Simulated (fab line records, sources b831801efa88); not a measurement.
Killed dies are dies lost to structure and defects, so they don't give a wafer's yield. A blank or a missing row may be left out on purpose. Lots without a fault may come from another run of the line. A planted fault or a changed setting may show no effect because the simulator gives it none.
Which tool did it? | flow sky130 | 11 lots, 33 wafers sampled, at 4 steps of a route of 708

WHAT THE GAUGES READ, wafer by wafer
SKY_POLY_GATE_THK_MEAS_01.
lot  | measured     | on            | POLY_GATE_CVD_00_THK (nm)
L314 | day 15 01:38 | film_metro-03 | 178.4 179.8 181.1
L315 | day 15 06:40 | film_metro-02 | 178.8 179.1 176.5
L316 | day 15 08:22 | film_metro-03 | 183.3 182.6 182.9
L318 | day 15 16:45 | film_metro-02 | 180.5 179.3 178.7
L320 | day 16 16:02 | film_metro-03 | 178.9 180.8 180.7
L322 | day 17 06:46 | film_metro-02 | 181.5 180.2 180.6
L321 | day 17 06:47 | film_metro-03 | 181.9 183.4 182.2
L325 | day 18 04:37 | film_metro-04 | 180.1 181.1 181.0
L329 | day 20 02:58 | film_metro-02 | 126.9 126.4 127.4
L330 | day 20 11:31 | film_metro-04 | 127.3 128.7 126.5
L331 | day 20 16:39 | film_metro-02 | 131.8 131.5 132.9

WHICH TOOL RAN EACH LOT (tool, then ch and the chambers of the sampled wafers, then the start)
lot  | SKY_VT_ADJUST_HVTR_STRIP_10          | SKY_VT_ADJUST_PCH_STRIP_09           | SKY_POLY_GATE_CVD_00
L314 | plasma_asher-01 ch 0,1, day 10 12:03 | plasma_asher-01 ch 0, day 11 09:57   | lpcvd-01 ch 0, day 15 00:26
L315 | plasma_asher-03 ch 0,1, day 10 12:21 | plasma_asher-04 ch 0,1, day 11 10:54 | lpcvd-01 ch 0, day 15 05:28
L316 | plasma_asher-01 ch 0,1, day 10 14:42 | plasma_asher-01 ch 0,1, day 11 14:46 | lpcvd-01 ch 1, day 15 07:10
L318 | plasma_asher-03 ch 0,1, day 10 20:27 | plasma_asher-01 ch 0,1, day 11 21:38 | lpcvd-01 ch 0, day 15 15:33
L320 | plasma_asher-01 ch 0,1, day 11 16:06 | plasma_asher-01 ch 0,1, day 12 17:19 | lpcvd-01 ch 1, day 16 14:50
L322 | plasma_asher-01 ch 0,1, day 12 07:02 | plasma_asher-02 ch 0,1, day 13 08:04 | lpcvd-01 ch 0, day 17 04:58
L321 | plasma_asher-01 ch 0,1, day 12 08:05 | plasma_asher-01 ch 0,1, day 13 10:07 | lpcvd-01 ch 0, day 17 04:58
L325 | plasma_asher-02 ch 0,1, day 13 02:38 | plasma_asher-01 ch 0,1, day 14 04:32 | lpcvd-01 ch 1, day 18 02:49
L329 | plasma_asher-01 ch 0,1, day 14 19:41 | plasma_asher-04 ch 0,1, day 15 23:16 | lpcvd-01 ch 1, day 20 01:45
L330 | plasma_asher-02 ch 0,1, day 15 02:42 | plasma_asher-02 ch 0,1, day 16 06:39 | lpcvd-01 ch 0, day 20 10:18
L331 | plasma_asher-02 ch 0,1, day 15 07:05 | plasma_asher-01 ch 0,1, day 16 11:04 | lpcvd-01 ch 0, day 20 14:51
- SKY_VT_ADJUST_HVTR_STRIP_10: strips in O2/N2.
- SKY_VT_ADJUST_PCH_STRIP_09: strips in O2/N2.
- SKY_POLY_GATE_CVD_00: deposits poly-Si, target thk 180 nm, time 720 s.

THE ANSWER, worked out from the rows above alone
Rule: what is usual is taken from the lots themselves. Put in order of their means at a reading, lots are off if they are a third of the lots or fewer, leave a main group of 4 or more, and stand apart from it by a gap of 3 or more times the standard deviation of the main group's means; of several such gaps the widest counts. A main group whose means are all the same, to the digits that the tables above print for the reading, isn't used. A lot without any number at a reading at which 4 lots or more have one is off too. The other lots that the step has rows for count as sound.
Off: L329, L330, L331, at SKY_POLY_GATE_THK_MEAS_01 (POLY_GATE_CVD_00_THK). The main group: mean 180.6 nm, standard deviation 1.5.
A tool fits if, at a process step before that reading, it ran every lot that is off, and no sound lot after the first of them. The gauges at SKY_POLY_GATE_THK_MEAS_01 are tried like those tools. One fits: lpcvd-01 at SKY_POLY_GATE_CVD_00. Its last sound lot is L325 (day 18 02:49), its first lot that is off L329 (day 20 01:45): a fault that began between those two fits.

WHAT THE SIMULATOR HAD PUT IN
Process parameter drift: lpcvd-01, from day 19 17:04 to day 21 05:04, at SKY_POLY_GATE_CVD_00. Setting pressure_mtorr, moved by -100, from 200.
Lots struck among those shown: L329, L330, L331. The rule above found the same.
